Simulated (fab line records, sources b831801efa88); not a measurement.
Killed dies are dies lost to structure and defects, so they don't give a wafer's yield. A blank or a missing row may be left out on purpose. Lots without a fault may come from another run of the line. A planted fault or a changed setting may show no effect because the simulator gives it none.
Which tool did it? | flow sky130 | 12 lots, 34 wafers sampled, at 5 steps of a route of 708

WHAT THE GAUGES READ, wafer by wafer
The record holds no reading of a measuring or inspecting step that can be judged against a usual standard deviation.

WHICH TOOL RAN EACH LOT (tool, then ch and the chambers of the sampled wafers, then the start)
lot  | SKY_SONOS_ONO_STRIP_17               | SKY_POLY_GATE_STRIP_18               | SKY_LDD_N_COAT_02                 | SKY_LDD_N_STRIP_16                   | SKY_LDD_P_STRIP_10
L468 | plasma_asher-01 ch 0,1, day 12 10:59 | plasma_asher-02 ch 0,1, day 16 04:37 | litho_track-02 ch 0, day 16 20:25 | plasma_asher-03 ch 0,1, day 17 12:07 | plasma_asher-01 ch 0,1, day 18 18:43
L470 | plasma_asher-04 ch 0,1, day 13 04:59 | plasma_asher-04 ch 0,1, day 17 02:10 | litho_track-04 ch 0, day 17 19:16 | plasma_asher-01 ch 1, day 18 11:48   | plasma_asher-02 ch 0,1, day 19 19:25
L471 | plasma_asher-01 ch 0,1, day 13 10:44 | plasma_asher-04 ch 0,1, day 17 06:27 | litho_track-02 ch 0, day 18 02:16 | plasma_asher-01 ch 0,1, day 18 19:13 | plasma_asher-01 ch 0,1, day 20 03:19
L472 | plasma_asher-04 ch 0,1, day 13 19:47 | plasma_asher-04 ch 0,1, day 17 17:21 | litho_track-04 ch 0, day 18 10:47 | plasma_asher-03 ch 0,1, day 19 03:19 | plasma_asher-03 ch 0,1, day 20 10:07
L473 | plasma_asher-04 ch 0,1, day 14 01:01 | plasma_asher-04 ch 0,1, day 17 22:49 | litho_track-04 ch 0, day 18 17:32 | plasma_asher-03 ch 0,1, day 19 10:51 | plasma_asher-03 ch 0,1, day 20 19:16
L475 | plasma_asher-01 ch 0,1, day 15 08:19 | plasma_asher-04 ch 0,1, day 19 09:57 | litho_track-02 ch 0, day 20 03:35 | plasma_asher-01 ch 0,1, day 20 20:56 | plasma_asher-01 ch 0,1, day 22 04:15
L482 | plasma_asher-04 ch 0,1, day 17 08:22 | plasma_asher-02 ch 0,1, day 21 17:50 | litho_track-02 ch 0, day 22 11:25 | plasma_asher-03 ch 0,1, day 23 03:35 | plasma_asher-03 ch 0,1, day 24 10:03
L483 | plasma_asher-03 ch 0, day 17 22:21   | plasma_asher-02 ch 0,1, day 22 08:46 | litho_track-02 ch 0, day 23 00:49 | plasma_asher-04 ch 0, day 23 18:00   | plasma_asher-03 ch 0,1, day 25 00:49
L488 | plasma_asher-01 ch 0,1, day 20 06:56 | plasma_asher-04 ch 0,1, day 24 10:12 | litho_track-04 ch 0, day 25 03:01 | plasma_asher-01 ch 0,1, day 25 18:48 | plasma_asher-01 ch 0,1, day 27 00:56
L489 | plasma_asher-01 ch 0,1, day 20 17:25 | plasma_asher-04 ch 0,1, day 24 21:13 | litho_track-04 ch 0, day 25 14:07 | plasma_asher-01 ch 0,1, day 26 06:33 | plasma_asher-03 ch 0,1, day 27 11:31
L490 | plasma_asher-04 ch 0,1, day 20 17:31 | plasma_asher-02 ch 0,1, day 24 22:45 | litho_track-03 ch 0, day 25 15:01 | plasma_asher-01 ch 0,1, day 26 07:30 | plasma_asher-01 ch 0,1, day 27 13:19
L491 | plasma_asher-04 ch 0,1, day 21 02:19 | plasma_asher-02 ch 0,1, day 25 07:11 | litho_track-03 ch 0, day 26 01:05 | plasma_asher-01 ch 0,1, day 26 16:41 | plasma_asher-01 ch 0,1, day 27 21:57
- SKY_SONOS_ONO_STRIP_17: strips in O2/N2.
- SKY_POLY_GATE_STRIP_18: strips in O2/N2.
- SKY_LDD_N_COAT_02: resist thk 300 nm.
- SKY_LDD_N_STRIP_16: strips in O2/N2.
- SKY_LDD_P_STRIP_10: strips in O2/N2.

WHAT THE TOOLS THEMSELVES READ (means of the sampled wafers that have a number; where no wafer has one, the mark that the record gives instead)
SKY_SONOS_ONO_STRIP_17. Usual: drypump_motor_current_A 5.2 A, standard deviation 0.46; o2_flow_sccm 3000 sccm, standard deviation 9.7; oes_product_au 0.710 a.u., standard deviation 0.0041; strip_time_to_endpoint_s 14.09 s, standard deviation 0.044.
lot  | tool            | drypump_motor_current_A (A) | o2_flow_sccm (sccm) | oes_product_au (a.u.) | strip_time_to_endpoint_s (s) | flag
L468 | plasma_asher-01 | 5.5                         | 3000                | 0.712                 | 14.05                        |
L470 | plasma_asher-04 | 5.0                         | 2999                | 0.708                 | 14.11                        |
L471 | plasma_asher-01 | 5.5                         | 2996                | 0.709                 | 14.09                        |
L472 | plasma_asher-04 | 5.1                         | 2998                | 0.712                 | 14.06                        |
L473 | plasma_asher-04 | 5.1                         | 2995                | 0.710                 | 14.08                        |
L475 | plasma_asher-01 | 5.0                         | 2999                | 0.707                 | 14.08                        |
L482 | plasma_asher-04 | 5.1                         | 3002                | 0.707                 | 14.15                        |
L483 | plasma_asher-03 | 5.4                         | 3002                | 0.705                 | 14.13                        |
L488 | plasma_asher-01 | 5.1                         | 2997                | 0.712                 | 14.09                        |
L489 | plasma_asher-01 | 5.1                         | 2995                | 0.712                 | 14.09                        |
L490 | plasma_asher-04 | 5.1                         | 3007                | 0.709                 | 14.07                        |
L491 | plasma_asher-04 | 5.1                         | 3000                | 0.711                 | 14.15                        |

SKY_POLY_GATE_STRIP_18. Usual: drypump_motor_current_A 5.17 A, standard deviation 0.18; o2_flow_sccm 3000 sccm, standard deviation 7.5; oes_product_au 0.361 a.u., standard deviation 0.005; strip_time_to_endpoint_s 3.16 s, standard deviation 0.046.
lot  | tool            | drypump_motor_current_A (A) | o2_flow_sccm (sccm) | oes_product_au (a.u.) | strip_time_to_endpoint_s (s) | flag
L468 | plasma_asher-02 | 5.19                        | 3006                | 0.366                 | 3.21                         |
L470 | plasma_asher-04 | 5.11                        | 2995                | 0.358                 | 3.15                         |
L471 | plasma_asher-04 | 5.01                        | 3004                | 0.367                 | 3.19                         |
L472 | plasma_asher-04 | 5.00                        | 3009                | 0.359                 | 3.17                         |
L473 | plasma_asher-04 | 5.02                        | 3003                | 0.363                 | 3.17                         |
L475 | plasma_asher-04 | 5.01                        | 3006                | 0.358                 | 3.17                         |
L482 | plasma_asher-02 | 5.24                        | 3010                | 0.359                 | 3.17                         |
L483 | plasma_asher-02 | 5.24                        | 2992                | 0.365                 | 3.17                         |
L488 | plasma_asher-04 | 5.09                        | 3003                | 0.360                 | 3.15                         |
L489 | plasma_asher-04 | 5.01                        | 2991                | 0.367                 | 3.23                         |
L490 | plasma_asher-02 | 5.30                        | 2993                | 0.364                 | 3.15                         |
L491 | plasma_asher-02 | 5.18                        | 3008                | 0.360                 | 3.11                         |

SKY_LDD_N_STRIP_16. Usual: drypump_motor_current_A 5.3 A, standard deviation 0.53; o2_flow_sccm 3000 sccm, standard deviation 8.1; oes_product_au 0.407 a.u., standard deviation 0.0041; strip_time_to_endpoint_s 4.321 s, standard deviation 0.014.
lot  | tool            | drypump_motor_current_A (A) | o2_flow_sccm (sccm) | oes_product_au (a.u.) | strip_time_to_endpoint_s (s) | flag
L468 | plasma_asher-03 | 5.3                         | 2998                | 0.405                 | 4.309                        |
L470 | plasma_asher-01 | 4.6                         | 2993                | 0.408                 | 4.326                        |
L471 | plasma_asher-01 | 5.5                         | 3000                | 0.407                 | 4.302                        |
L472 | plasma_asher-03 | 5.3                         | 3006                | 0.404                 | 4.315                        |
L473 | plasma_asher-03 | 5.3                         | 2999                | 0.405                 | 4.324                        |
L475 | plasma_asher-01 | 5.5                         | 3003                | 0.408                 | 4.310                        |
L482 | plasma_asher-03 | 5.3                         | 2998                | 0.411                 | 4.436                        | OFF
L483 | plasma_asher-04 | 4.9                         | 3002                | 0.407                 | 4.402                        | OFF
L488 | plasma_asher-01 | 5.1                         | 3002                | 0.405                 | 4.323                        |
L489 | plasma_asher-01 | 5.1                         | 3000                | 0.404                 | 4.327                        |
L490 | plasma_asher-01 | 5.5                         | 2995                | 0.404                 | 4.335                        |
L491 | plasma_asher-01 | 5.5                         | 3002                | 0.407                 | 4.331                        |

SKY_LDD_P_STRIP_10. Usual: drypump_motor_current_A 5.3 A, standard deviation 0.47; o2_flow_sccm 3000 sccm, standard deviation 8.5; oes_product_au 0.715 a.u., standard deviation 0.0048; strip_time_to_endpoint_s 14.20 s, standard deviation 0.038.
lot  | tool            | drypump_motor_current_A (A) | o2_flow_sccm (sccm) | oes_product_au (a.u.) | strip_time_to_endpoint_s (s) | flag
L468 | plasma_asher-01 | 5.0                         | 2997                | 0.716                 | 14.17                        |
L470 | plasma_asher-02 | 5.2                         | 2994                | 0.718                 | 14.22                        |
L471 | plasma_asher-01 | 5.0                         | 3001                | 0.711                 | 14.19                        |
L472 | plasma_asher-03 | 5.3                         | 2998                | 0.717                 | 14.16                        |
L473 | plasma_asher-03 | 5.3                         | 3003                | 0.717                 | 14.23                        |
L475 | plasma_asher-01 | 5.1                         | 3011                | 0.716                 | 14.16                        |
L482 | plasma_asher-03 | 5.3                         | 3008                | 0.714                 | 14.20                        |
L483 | plasma_asher-03 | 5.3                         | 3006                | 0.717                 | 14.25                        |
L488 | plasma_asher-01 | 5.1                         | 3003                | 0.717                 | 14.24                        |
L489 | plasma_asher-03 | 5.3                         | 2992                | 0.715                 | 14.26                        |
L490 | plasma_asher-01 | 5.0                         | 2991                | 0.718                 | 14.27                        |
L491 | plasma_asher-01 | 5.5                         | 2999                | 0.711                 | 14.20                        |

THE ANSWER, worked out from the rows above alone
Rule: a lot is off if the mean of its wafers that have a number lies more than 3 standard deviations from the usual mean. A lot without any number at a reading at which 4 lots or more have one is off too. The other lots that the step has rows for count as sound. The gauges are gone through in route order, then the tools' own readings, and for those a lot's mean is taken as printed above. The first step at which some lot is off is used, and at that step the reading that is off furthest; a lot without a number counts as furthest.
Off: L482, L483, at SKY_LDD_N_STRIP_16 (strip_time_to_endpoint_s).
A tool fits if, at that step or a process step before it, it ran every lot that is off, and no sound lot after the first of them. One fits: litho_track-02 at SKY_LDD_N_COAT_02. Its last sound lot is L475 (day 20 03:35), its first lot that is off L482 (day 22 11:25): a fault that began between those two fits.

WHAT THE SIMULATOR HAD PUT IN
Process parameter drift: litho_track-02, from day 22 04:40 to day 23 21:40, at SKY_LDD_N_COAT_02. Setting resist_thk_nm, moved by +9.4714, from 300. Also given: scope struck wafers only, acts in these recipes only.
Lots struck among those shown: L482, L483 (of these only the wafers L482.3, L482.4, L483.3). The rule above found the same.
